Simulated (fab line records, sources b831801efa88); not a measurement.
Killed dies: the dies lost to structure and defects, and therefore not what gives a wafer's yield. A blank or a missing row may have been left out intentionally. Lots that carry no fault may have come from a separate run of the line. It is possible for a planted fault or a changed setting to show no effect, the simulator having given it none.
What tool caused it? -- flow sky130 -- 12 lots with 34 wafers sampled at 4 steps, on a route of 708 steps

== WHAT EACH GAUGE READ, for each wafer ==
SKY_NWELL_THK_MEAS_02.
lot,measured,on,NWELL_OXIDATION_THK (nm)
L916,day 2 14:26,film_metro-02,10.13 10.33 10.08
L918,day 2 22:31,film_metro-02,10.11 10.00 10.19
L919,day 3 02:22,film_metro-02,10.18 10.17 10.12
L920,day 3 08:29,film_metro-02,10.35 10.28 10.33
L921,day 3 14:08,film_metro-02,10.13 10.30 10.13
L922,day 3 20:59,film_metro-02,10.19 10.18 10.22
L923,day 3 23:25,film_metro-01,10.33 10.22 10.36
L925,day 4 10:15,film_metro-02,10.31 10.40 10.34
L926,day 4 16:17,film_metro-02,9.95 10.01 9.88
L928,day 5 02:02,film_metro-01,10.34 10.35 10.38
L929,day 5 11:04,film_metro-01,10.21 10.04
L930,day 5 13:52,film_metro-01,10.19 10.13

SKY_VIA3_CD_MEAS_12: target cd 200 nm.
lot,measured,on,cd_nm (nm)
L916,day 39 13:07,cd_sem-02,200.6 200.9 200.8
L918,day 39 23:46,cd_sem-02,203.7 204.6 203.0
L919,day 40 03:30,cd_sem-01,201.2 200.0 200.6
L920,day 40 15:40,cd_sem-02,199.3 197.7 199.3
L921,day 41 02:07,cd_sem-01,199.7 200.4 200.8
L922,day 41 10:33,cd_sem-02,197.9 200.0 199.6
L923,day 41 16:53,cd_sem-02,199.9 199.7 198.4
L925,day 42 10:47,cd_sem-02,199.3 199.1 199.8
L926,day 42 14:28,cd_sem-01,199.3 196.9 196.9
L928,day 43 03:37,cd_sem-01,201.6 201.0 201.8
L929,day 43 21:43,cd_sem-01,197.7 167.1
L930,day 44 08:03,cd_sem-02,201.9 171.2

== WHICH TOOL RAN EACH LOT (tool, then ch and the chambers of the sampled wafers, then the start) ==
lot,SKY_NWELL_STRIP_25,SKY_VIA3_EXPOSE_09
L916,"plasma_asher-02 ch 0,1, day 5 08:57","krf_scanner-01 ch 0, day 39 02:16"
L918,"plasma_asher-03 ch 0,1, day 5 18:20","krf_scanner-02 ch 0, day 39 11:10"
L919,"plasma_asher-02 ch 0, day 5 22:51","krf_scanner-02 ch 0, day 39 15:15"
L920,"plasma_asher-04 ch 0,1, day 6 07:12","krf_scanner-01 ch 0, day 40 04:14"
L921,"plasma_asher-03 ch 0,1, day 6 12:18","krf_scanner-01 ch 0, day 40 13:10"
L922,"plasma_asher-02 ch 0,1, day 6 21:12","krf_scanner-02 ch 0, day 40 22:37"
L923,"plasma_asher-03 ch 0,1, day 7 01:08","krf_scanner-01 ch 0, day 41 05:10"
L925,"plasma_asher-03 ch 0,1, day 7 13:30","krf_scanner-02 ch 0, day 41 22:58"
L926,"plasma_asher-03 ch 0,1, day 7 20:44","krf_scanner-01 ch 0, day 42 03:29"
L928,"plasma_asher-02 ch 0, day 8 08:29","krf_scanner-01 ch 0, day 42 16:31"
L929,"plasma_asher-02 ch 0, day 8 18:35","krf_scanner-01 ch 0, day 43 09:46"
L930,"plasma_asher-02 ch 0,1, day 8 21:02","krf_scanner-01 ch 0, day 43 21:00"
- SKY_NWELL_STRIP_25: strips in O2/N2.
- SKY_VIA3_EXPOSE_09: exposes mask VIM3, target cd 200 nm.

== WHAT THE TOOLS THEMSELVES READ (means of the sampled wafers that have a number; where no wafer has one, the mark that the record gives instead) ==
SKY_NWELL_STRIP_25.
lot,tool,drypump_motor_current_A (A),oes_product_au (a.u.),strip_time_to_endpoint_s (s)
L916,plasma_asher-02,6.02,0.722,36.90
L918,plasma_asher-03,6.10,0.719,36.97
L919,plasma_asher-02,5.78,0.725,36.84
L920,plasma_asher-04,6.31,0.718,37.00
L921,plasma_asher-03,6.03,0.720,36.95
L922,plasma_asher-02,6.26,0.725,36.80
L923,plasma_asher-03,6.02,0.719,36.83
L925,plasma_asher-03,6.02,0.719,36.95
L926,plasma_asher-03,6.09,0.723,36.99
L928,plasma_asher-02,5.76,0.722,36.93
L929,plasma_asher-02,5.77,0.723,37.08
L930,plasma_asher-02,6.15,0.726,36.82

SKY_VIA3_EXPOSE_09.
lot,tool,stage_vel_mm_s (mm/s)
L916,krf_scanner-01,500.12
L918,krf_scanner-02,500.10
L919,krf_scanner-02,499.88
L920,krf_scanner-01,499.89
L921,krf_scanner-01,499.78
L922,krf_scanner-02,500.23
L923,krf_scanner-01,499.82
L925,krf_scanner-02,499.78
L926,krf_scanner-01,500.12
L928,krf_scanner-01,500.07
L929,krf_scanner-01,499.87
L930,krf_scanner-01,499.60

== THE ANSWER, worked out from the rows above alone ==
Rule: the usual values come from the lots themselves. Put in order of their means at a reading, lots are off if they are a third of the lots or fewer, leave a main group of 4 or more, and stand apart from it by a gap of 3 or more times the standard deviation of the main group's means; of several such gaps the widest counts. A main group is skipped when, at the precision printed for the reading in the tables above, its means are all equal. A lot without any number at a reading at which 4 lots or more have one is off too. Any other lot the step has rows for is counted as sound. After the gauges, taken in route order, come the tools' own readings; for these a lot's mean is taken, as printed above. The first step at which some lot is off is used, and at that step the reading that is off furthest; a lot without a number counts as furthest.
Off: L929, L930, at SKY_VIA3_CD_MEAS_12 (cd_nm). The main group: mean 200.1 nm, standard deviation 1.6.
If a tool, at a process step before that reading, ran all the lots that are off and no sound lot after the first of them, it fits. The gauges at SKY_VIA3_CD_MEAS_12 are tried like those tools. 2 tools fit, plasma_asher-02 at SKY_NWELL_STRIP_25 and krf_scanner-01 at SKY_VIA3_EXPOSE_09, so this cannot tell which one it is.

== WHAT HAD BEEN PUT IN BY THE SIMULATOR ==
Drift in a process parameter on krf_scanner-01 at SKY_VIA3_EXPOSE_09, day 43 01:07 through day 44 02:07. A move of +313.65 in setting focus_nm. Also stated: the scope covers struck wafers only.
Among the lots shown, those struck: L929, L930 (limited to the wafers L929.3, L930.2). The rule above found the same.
